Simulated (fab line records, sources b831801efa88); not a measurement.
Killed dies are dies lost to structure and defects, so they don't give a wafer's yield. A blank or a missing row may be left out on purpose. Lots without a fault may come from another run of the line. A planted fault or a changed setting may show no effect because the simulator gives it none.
fab line records | flow sky130 | part 1 of 2: steps 1 to 42 of 43
record lots=6 wafers=18 last_day=49
route steps=708 shown METAL1@446 VIA1@458 METAL2@483 PAD_OPEN@708
lots that met no fault: from a run of the same line without faults
start_h: hours from the record's first day to the start of the lot's first wafer shown | wait_h: hours since the lot's step before | " the same as in the row above | L1.1+2: a row that stands for several wafers | - no value, or no start given | * or withheld: withheld | < > ~ a bound
route shown NAME@n: a module of which the file shows steps, and the number in the route of the first | usual: mean/standard deviation of fault-free wafers | same: alike in all rows | chamber/n: place in a boat | sites: the reading at each site | _std_site: their standard deviation | _edge_site: outer sites' mean less inner sites' | radius_mm: how far each site lies from the wafer's centre | mask NAME#n: copy n | behind: the tool/chamber that last shaped the wafer | hold: why the lot was held/for how many hours/how that ended | device: the transistor (n, p or np) that didn't switch | end of line: the same wafers' tests at the end of the route | a step without rows: its recipe alone | killed: dies lost to structure and defects at the first sort, not the wafer's yield | map: a wafer's dies, x killed, . not, _ none there
set.NAME: the setting as run; set.NAME@STEP: as run at that earlier step | model.NAME: the simulator's own value behind a step, which no gauge read
lots at some steps of the route; a table a step, a row a wafer
services: from which hour (start_h, from the record's first day; less than 0 if before it) a tool's chamber was out of use, for how many hours, and why
## steps
# step SKY_METAL1_EXPOSE_12
# recipe mask_id=MM1 na=0.8 source_shape=annular sigma_inner=0.55 sigma_outer=0.85 target_cd_nm=140 dose_mj=28
# step SKY_METAL1_PEB_13
# recipe peb_temp_c=withheld peb_time_s=withheld resist=KrF-thick
# step SKY_METAL1_DEVELOP_14
# recipe develop_time_s=60 resist=KrF-thick dev_temp_c=21
# step SKY_METAL1_CD_MEAS_15
# recipe target_cd_nm=140
# usual cd_nm=139.8/2
# columns lot.wafer tool chamber start_h wait_h cd_nm
L618.2 cd_sem-01 - 759.25 - 141.3
L618.3 " - " " 141.6
L618.5 " - " " 141.9
L625.3 cd_sem-01 - 804.69 - 140.2
L625.4 " - " " 141.4
L625.5 " - " " 139.8
L627.1 cd_sem-01 - 829.43 - 136.8
L627.3 " - " " 139.5
L627.5 " - " " 140.7
L629.1 cd_sem-01 - 851.93 - 136.6
L629.5 " - " " 137.6
L629.6 " - " " 136.5
L634.2 cd_sem-02 - 896.41 - 140.7
L634.3 " - " " 141.6
L634.6 " - " " 140.5
L637.2 cd_sem-02 - 915.51 - 139.5
L637.4 " - " " 140.8
L637.5 " - " " 142.0
# step SKY_METAL1_OVL_MEAS_16
# usual METAL1_OVL=1/5
# columns lot.wafer tool chamber start_h wait_h METAL1_OVL[nm]
L618.2 overlay-01 - 759.36 0.1 -1
L618.3 " - " " 2
L618.5 " - " " -1
L625.3 overlay-02 - 804.78 0.1 6
L625.4 " - " " 7
L625.5 " - " " 2
L627.1 overlay-01 - 829.55 0.1 5
L627.3 " - " " 7
L627.5 " - " " -1
L629.1 overlay-01 - 852.05 0.1 -2
L629.5 " - " " -1
L629.6 " - " " -12
L634.2 overlay-01 - 896.52 0.1 3
L634.3 " - " " 10
L634.6 " - " " -1
L637.2 overlay-01 - 915.62 0.1 7
L637.4 " - " " 9
L637.5 " - " " 7
# step SKY_METAL1_DESCUM_17
# recipe chemistry=O2 source_power_w=150 bias_power_w=0 pressure_mtorr=10 temp_c=40 time_s=8
# step SKY_METAL1_ETCH_18
# recipe chemistry=N2/H2 target=BARC ion_energy_ev=200 bias_w=100 pressure_mtorr=30 n2_flow_sccm=100 h2_flow_sccm=200 icp_w=500 stop_on=SiO2 time_s=45.9 target_depth_a=600
# step SKY_METAL1_METAL_ETCH_19
# recipe target_depth_a=3600 stop_on=SiO2 over_etch_frac=0.3 time_s=78 chemistry=Cl2/BCl3 resist_sidewall_deg=88 pressure_mtorr=10 icp_w=900 bias_w=48.5 Cl2_flow_sccm=60 bcl3_flow_sccm=30
# usual drypump_motor_current_A=5.83/0.29 oes_product_au=0.854/0.0069 rf_fwd_power_W=894.7/2.8 throttle_valve_pct=22.264/0.0091
# columns lot.wafer tool chamber start_h wait_h drypump_motor_current_A oes_product_au rf_fwd_power_W rf_hours_counter_h throttle_valve_pct
L618.2 rie_metal-03 0 759.49 0.0 5.73 0.854 894.4 12 22.269
L618.3 " 0 " " 5.74 0.846 893.7 - 22.258
L618.5 " 0 " " 5.73 0.848 895.6 - 22.255
L625.3 rie_metal-03 1 804.93 0.1 6.19 0.856 894.2 - 22.254
L625.4 " 0 " " 5.76 0.854 895.3 - 22.243
L625.5 " 0 " " 5.73 0.852 891.3 - 22.255
L627.1 rie_metal-02 1 829.68 0.0 5.54 0.859 895.8 5 22.273
L627.3 " 0 " " 5.92 0.850 891.1 - 22.269
L627.5 " 0 " " 5.90 0.855 895.4 - 22.250
L629.1 rie_metal-01 1 852.19 0.0 6.24 0.860 898.7 16 22.267
L629.5 " 1 " " 6.25 0.863 893.5 - 22.257
L629.6 " 0 " " 5.52 0.846 893.8 - 22.259
L634.2 rie_metal-02 0 896.64 0.0 5.91 0.844 899.3 13 22.267
L634.3 " 1 " " 5.56 0.854 896.4 - 22.271
L634.6 " 1 " " 5.55 0.865 895.1 - 22.252
L637.2 rie_metal-02 0 915.74 0.0 5.90 0.867 892.8 14 22.251
L637.4 " 0 " " 5.90 0.866 892.3 - 22.281
L637.5 " 1 " " 5.52 0.869 894.7 - 22.266
# step SKY_METAL1_STRIP_20
# recipe chemistry=O2/N2 power_w=1400 pressure_mtorr=1500 platen_temp_c=withheld o2_flow_sccm=3000 n2_flow_sccm=300 overash_fraction=0.5
# step SKY_METAL1_STRIP_21
# recipe chemistry=post_etch_residue_remover time_s=1200 temp_c=72.5
# step SKY_METAL1_CLEAN_22
# recipe chemistry=IPA time_s=180 temp_c=25
# step SKY_METAL1_CLEAN_23
# recipe chemistry=O3/DIW dry=n2_spin
# step SKY_VIA1_HDPCVD_00
# recipe material=SiO2 target_thk_nm=1030 sigma_open_frac=0.3 time_s=171.7 temp_c=400 sih4_flow_sccm=60 pressure_mtorr=6
# usual sih4_flow_sccm=60.00/0.17 susceptor_temp_C=400.00/0.22
# columns lot.wafer tool chamber start_h wait_h sih4_flow_sccm susceptor_temp_C
L618.2 hdpcvd-01 2 760.17 0.0 59.85 400.10
L618.3 " 1 " " 60.03 399.89
L618.5 " 2 " " 59.90 400.38
L625.3 hdpcvd-02 2 805.59 0.0 59.85 399.92
L625.4 " 0 " " 59.73 399.89
L625.5 " 1 " " 59.99 399.98
L627.1 hdpcvd-01 2 830.37 0.0 59.91 400.19
L627.3 " 1 " " 59.99 400.37
L627.5 " 2 " " 59.90 400.25
L629.1 hdpcvd-01 0 852.94 0.0 59.96 399.92
L629.5 " 0 " " 60.14 400.11
L629.6 " 2 " " 60.26 399.87
L634.2 hdpcvd-02 0 897.36 0.0 59.93 400.03
L634.3 " 1 " " 60.00 400.14
L634.6 " 1 " " 60.07 400.11
L637.2 hdpcvd-02 2 916.42 0.0 59.81 400.20
L637.4 " 2 " " 59.97 399.98
L637.5 " 0 " " 59.91 400.25
# step SKY_VIA1_THK_MEAS_01
# recipe reads=SiO2_of_VIA1_HDPCVD_00
# usual VIA1_HDPCVD_THK=1027/13
# columns lot.wafer tool chamber start_h wait_h VIA1_HDPCVD_THK[nm]
L618.2 film_metro-03 - 760.29 0.1 1027
L618.3 " - " " 1031
L618.5 " - " " 1037
L625.3 film_metro-01 - 805.73 0.1 1012
L625.4 " - " " 1019
L625.5 " - " " 1005
L627.1 film_metro-04 - 830.48 0.1 1034
L627.3 " - " " 1026
L627.5 " - " " 1046
L629.1 film_metro-03 - 853.05 0.1 1051
L629.5 " - " " 1043
L629.6 " - " " 1034
L634.2 film_metro-04 - 897.51 0.1 1007
L634.3 " - " " 1017
L634.6 " - " " 1019
L637.2 film_metro-01 - 916.54 0.1 1036
L637.4 " - " " 1045
L637.5 " - " " 1014
# step SKY_VIA1_CMP_02
# recipe material=SiO2 down_force_psi=4 platen_rpm=60 pad_velocity_m_s=0.94248
# usual motor_current_A=12.9/1.1 slurry_flow_ml_min=150.0/0.46
# columns lot.wafer tool chamber start_h wait_h motor_current_A slurry_flow_ml_min
L618.3 cmp-02 1 760.34 0.0 12.9 149.6
L618.2 " 0 " " 14.1 149.1
L618.5 " 2 " " 12.0 150.1
L625.3 cmp-02 3 805.77 0.0 11.9 150.0
L625.4 " 2 " " 11.9 150.5
L625.5 " 3 " " 12.2 150.0
L627.3 cmp-01 0 830.59 0.1 13.9 150.4
L627.1 " 1 " " 13.6 150.0
L627.5 " 3 " " 11.7 150.2
L629.1 cmp-01 0 853.21 0.1 14.1 150.5
L629.5 " 2 " " 13.0 150.1
L629.6 " 3 " " 11.9 149.9
L634.2 cmp-01 2 897.56 0.0 13.2 150.0
L634.3 " 0 " " 13.3 150.1
L634.6 " 2 " " 12.8 150.1
L637.4 cmp-02 3 916.59 0.0 11.8 150.8
L637.2 " 2 " " 11.5 149.7
L637.5 " 0 " " 15.0 150.0
# step SKY_VIA1_BOW_MEAS_03
# recipe mode=bow
# usual VIA1_BOW=78/7.3
# columns lot.wafer tool chamber start_h wait_h VIA1_BOW[um]
L618.2 film_metro-03 - 760.66 0.1 86
L618.3 " - " " 74
L618.5 " - " " 66
L625.3 film_metro-04 - 806.11 0.3 80
L625.4 " - " " 78
L625.5 " - " " 94
L627.1 film_metro-03 - 830.84 0.1 98
L627.3 " - " " 73
L627.5 " - " " 71
L629.1 film_metro-04 - 853.41 0.1 71
L629.5 " - " " 84
L629.6 " - " " 78
L634.2 film_metro-01 - 897.88 0.3 77
L634.3 " - " " 76
L634.6 " - " " 84
L637.2 film_metro-01 - 916.91 0.1 85
L637.4 " - " " 81
L637.5 " - " " 65
# step SKY_VIA1_DEHYDRATE_04
# recipe temp_c=200 time_s=60
# step SKY_VIA1_HMDS_05
# recipe prime_time_s=60 prime_temp_c=120
# step SKY_VIA1_COAT_06
# recipe resist=BARC temp_c=withheld time_s=withheld spin_rpm=3000 resist_thk_nm=60
# step SKY_VIA1_COAT_07
# recipe resist=KrF-thick spin_rpm=3000 resist_thk_nm=450
# step SKY_VIA1_SOFTBAKE_08
# recipe temp_c=100 time_s=90 resist=KrF-thick
# step SKY_VIA1_EXPOSE_09
# recipe mask_id=VIM na=0.8 source_shape=annular sigma_inner=0.55 sigma_outer=0.85 target_cd_nm=150 dose_mj=38
# step SKY_VIA1_PEB_10
# recipe peb_temp_c=withheld peb_time_s=withheld resist=KrF-thick
# step SKY_VIA1_DEVELOP_11
# recipe develop_time_s=60 resist=KrF-thick dev_temp_c=21
# step SKY_VIA1_CD_MEAS_12
# recipe target_cd_nm=150
# usual cd_nm=150.8/1.9
# columns lot.wafer tool chamber start_h wait_h cd_nm
L618.2 cd_sem-02 - 786.50 - 148.9
L618.3 " - " " 148.7
L618.5 " - " " 149.0
L625.3 cd_sem-02 - 833.07 - 149.9
L625.4 " - " " 151.1
L625.5 " - " " 149.3
L627.1 cd_sem-02 - 856.28 - 147.5
L627.3 " - " " 149.3
L627.5 " - " " 148.0
L629.1 cd_sem-02 - 879.48 - 151.0
L629.5 " - " " 150.1
L629.6 " - " " 153.8
L634.2 cd_sem-02 - 923.05 - 149.6
L634.3 " - " " 152.7
L634.6 " - " " 150.7
L637.2 cd_sem-02 - 941.86 - 151.0
L637.4 " - " " 152.2
L637.5 " - " " 152.9
# step SKY_VIA1_OVL_MEAS_13
# usual VIA1_OVL=1/4.7
# columns lot.wafer tool chamber start_h wait_h VIA1_OVL[nm]
L618.2 overlay-02 - 786.61 0.1 -1
L618.3 " - " " -3
L618.5 " - " " 3
L625.3 overlay-02 - 833.17 0.1 1
L625.4 " - " " 0
L625.5 " - " " 2
L627.1 overlay-01 - 856.40 0.1 3
L627.3 " - " " 6
L627.5 " - " " 3
L629.1 overlay-02 - 879.60 0.1 6
L629.5 " - " " 11
L629.6 " - " " -1
L634.2 overlay-01 - 923.16 0.1 1
L634.3 " - " " 5
L634.6 " - " " 4
L637.2 overlay-02 - 941.97 0.1 7
L637.4 " - " " -1
L637.5 " - " " 3
# step SKY_VIA1_ETCH_14
# recipe chemistry=N2/H2 target=BARC ion_energy_ev=200 source_w=500 bias_w=100 pressure_mtorr=30 n2_flow_sccm=100 h2_flow_sccm=200 stop_on=SiO2 time_s=45.9 target_depth_a=600
# step SKY_VIA1_ETCH_15
# recipe target=SiO2 chemistry=C4F8/O2/Ar target_depth_nm=351 stop_on=TiN mask_material=KrF-thick source_w=1500 bias_w=1200 pressure_mtorr=40 c4f8_flow_sccm=withheld O2_flow_sccm=6 Ar_flow_sccm=300 time_s=54
# step SKY_VIA1_STRIP_16
# recipe chemistry=O2/N2 power_w=1400 pressure_mtorr=1500 platen_temp_c=withheld o2_flow_sccm=3000 n2_flow_sccm=300 overash_fraction=0.5
# step SKY_VIA1_STRIP_17
# recipe chemistry=post_etch_residue_remover time_s=1200 temp_c=72.5
# step SKY_VIA1_CLEAN_18
# recipe chemistry=IPA time_s=180 temp_c=25
# step SKY_VIA1_CLEAN_19
# recipe chemistry=O3/DIW dry=n2_spin
# step SKY_VIA1_SPUTTER_20
# recipe material=TiN target_thk_nm=20 chamber_pressure_pa=5 power_w=4000 time_s=80
# usual cathode_dc_power_W=4000.0/0.79 throttle_valve_pct=29.7/0.84
# columns lot.wafer tool chamber start_h wait_h cathode_dc_power_W throttle_valve_pct
L618.2 pvd_sputter-03 - 787.32 0.0 4001.5 29.9
L618.3 " - " " 4000.9 31.0
L618.5 " - " " 4000.1 29.8
L625.3 pvd_sputter-03 - 833.87 0.0 4000.5 30.1
L625.4 " - " " 4000.4 29.5
L625.5 " - " " 4000.6 29.8
L627.1 pvd_sputter-04 - 857.13 0.0 4000.1 31.3
L627.3 " - " " 4000.5 29.8
L627.5 " - " " 4000.8 30.2
L629.1 pvd_sputter-03 - 880.37 0.0 4000.8 30.8
L629.5 " - " " 3998.0 31.3
L629.6 " - " " 3998.5 30.1
L634.2 pvd_sputter-04 - 923.88 0.0 4000.9 29.1
L634.3 " - " " 4001.1 29.7
L634.6 " - " " 3999.1 31.1
L637.2 pvd_sputter-04 - 942.71 0.0 4000.1 29.7
L637.4 " - " " 3999.0 31.1
L637.5 " - " " 4000.8 30.0
# step SKY_VIA1_CVD_21
# recipe material=W target_thk_nm=270 time_s=80.902 temp_c=400 pressure_torr=40
# step SKY_VIA1_RS_MEAS_22
# recipe thk_meas_gauge=four-point-probe reads=W_of_VIA1_CVD_21+TiN_of_VIA1_SPUTTER_20
# usual VIA1_W_RS=0.424/0.0058
# columns lot.wafer tool chamber start_h wait_h VIA1_W_RS[ohm/sq]
L618.2 film_metro-03 - 787.49 0.1 0.406
L618.3 " - " " 0.416
L618.5 " - " " 0.420
L625.3 film_metro-01 - 834.06 0.1 0.423
L625.4 " - " " 0.425
L625.5 " - " " 0.417
L627.1 film_metro-03 - 857.29 0.1 0.412
L627.3 " - " " 0.412
L627.5 " - " " 0.412
L629.1 film_metro-03 - 880.52 0.1 0.424
L629.5 " - " " 0.421
L629.6 " - " " 0.423
L634.2 film_metro-01 - 924.05 0.1 0.429
L634.3 " - " " 0.428
L634.6 " - " " 0.429
L637.2 film_metro-03 - 942.89 0.1 0.415
L637.4 " - " " 0.417
L637.5 " - " " 0.412
# step SKY_VIA1_THK_MEAS_23
# recipe thk_meas_gauge=xrf reads=W_of_VIA1_CVD_21
# usual VIA1_W_THK=274/4.3
# columns lot.wafer tool chamber start_h wait_h VIA1_W_THK[nm]
L618.2 film_metro-03 - 787.60 0.1 290
L618.3 " - " " 283
L618.5 " - " " 280
L625.3 film_metro-01 - 834.16 0.1 275
L625.4 " - " " 276
L625.5 " - " " 280
L627.1 film_metro-03 - 857.41 0.1 283
L627.3 " - " " 283
L627.5 " - " " 283
L629.1 film_metro-03 - 880.64 0.1 276
L629.5 " - " " 280
L629.6 " - " " 278
L634.2 film_metro-01 - 924.16 0.1 270
L634.3 " - " " 271
L634.6 " - " " 272
L637.2 film_metro-03 - 943.00 0.1 279
L637.4 " - " " 278
L637.5 " - " " 281
# step SKY_VIA1_CMP_24
# recipe stop_on=SiO2 t_overpolish_s=15 down_force_psi=3.5 platen_rpm=60 target_thk_nm=0 pad_velocity_m_s=0.94248
# step SKY_METAL2_SPUTTER_00
# recipe material=Ti target_thk_nm=15 power_w=3000 time_s=10 chamber_pressure_pa=0.4
# usual cathode_dc_power_W=3000.0/0.57 throttle_valve_pct=29.4/1.1
# columns lot.wafer tool chamber start_h wait_h cathode_dc_power_W throttle_valve_pct
L618.2 pvd_sputter-01 - 787.95 0.1 3000.0 28.4
L618.3 " - " " 2999.8 30.3
L618.5 " - " " 2999.9 27.7
L625.3 pvd_sputter-03 - 834.50 0.1 3000.4 29.1
L625.4 " - " " 2999.8 29.4
L625.5 " - " " 3001.0 30.2
L627.1 pvd_sputter-02 - 857.77 0.2 3000.4 29.0
L627.3 " - " " 2999.7 29.7
L627.5 " - " " 3000.7 28.9
L629.1 pvd_sputter-02 - 881.00 0.1 2999.6 29.2
L629.5 " - " " 2999.0 30.6
L629.6 " - " " 2999.8 29.0
L634.2 pvd_sputter-01 - 924.51 0.1 2999.6 30.3
L634.3 " - " " 3000.7 27.6
L634.6 " - " " 2999.1 30.4
L637.2 pvd_sputter-02 - 943.35 0.2 2999.7 30.5
L637.4 " - " " 2999.7 29.2
L637.5 " - " " 3000.5 29.0
# step SKY_METAL2_SPUTTER_01
# recipe material=TiN target_thk_nm=20 power_w=6500 time_s=16.7 chamber_pressure_pa=0.4
# step SKY_METAL2_SPUTTER_02
# recipe material=AlCu target_thk_nm=250 power_w=10600 time_s=13.3 chamber_pressure_pa=0.4
# step SKY_METAL2_SPUTTER_03
# recipe material=Ti target_thk_nm=5 power_w=3000 time_s=3.3 chamber_pressure_pa=0.4
# usual cathode_dc_power_W=3000.0/0.54 throttle_valve_pct=29.4/1.1
# columns lot.wafer tool chamber start_h wait_h cathode_dc_power_W throttle_valve_pct
L618.2 pvd_sputter-01 - 788.03 0.0 2999.7 28.0
L618.3 " - " " 3000.5 30.2
L618.5 " - " " 2999.6 27.5
L625.3 pvd_sputter-03 - 834.58 0.0 2999.5 29.5
L625.4 " - " " 3001.3 29.3
L625.5 " - " " 3000.0 29.7
L627.1 pvd_sputter-02 - 857.84 0.0 3000.1 28.7
L627.3 " - " " 2999.5 29.2
L627.5 " - " " 3000.3 29.0
L629.1 pvd_sputter-02 - 881.07 0.0 2999.5 28.7
L629.5 " - " " 3000.1 30.9
L629.6 " - " " 3000.1 29.0
L634.2 pvd_sputter-01 - 924.58 0.0 2999.7 30.4
L634.3 " - " " 2999.7 27.4
L634.6 " - " " 3000.3 30.2
L637.2 pvd_sputter-02 - 943.42 0.0 3001.0 30.6
L637.4 " - " " 2999.8 29.0
L637.5 " - " " 2999.8 29.3
# step SKY_METAL2_SPUTTER_04
# recipe material=TiN target_thk_nm=70 power_w=6500 time_s=58.3 chamber_pressure_pa=0.4
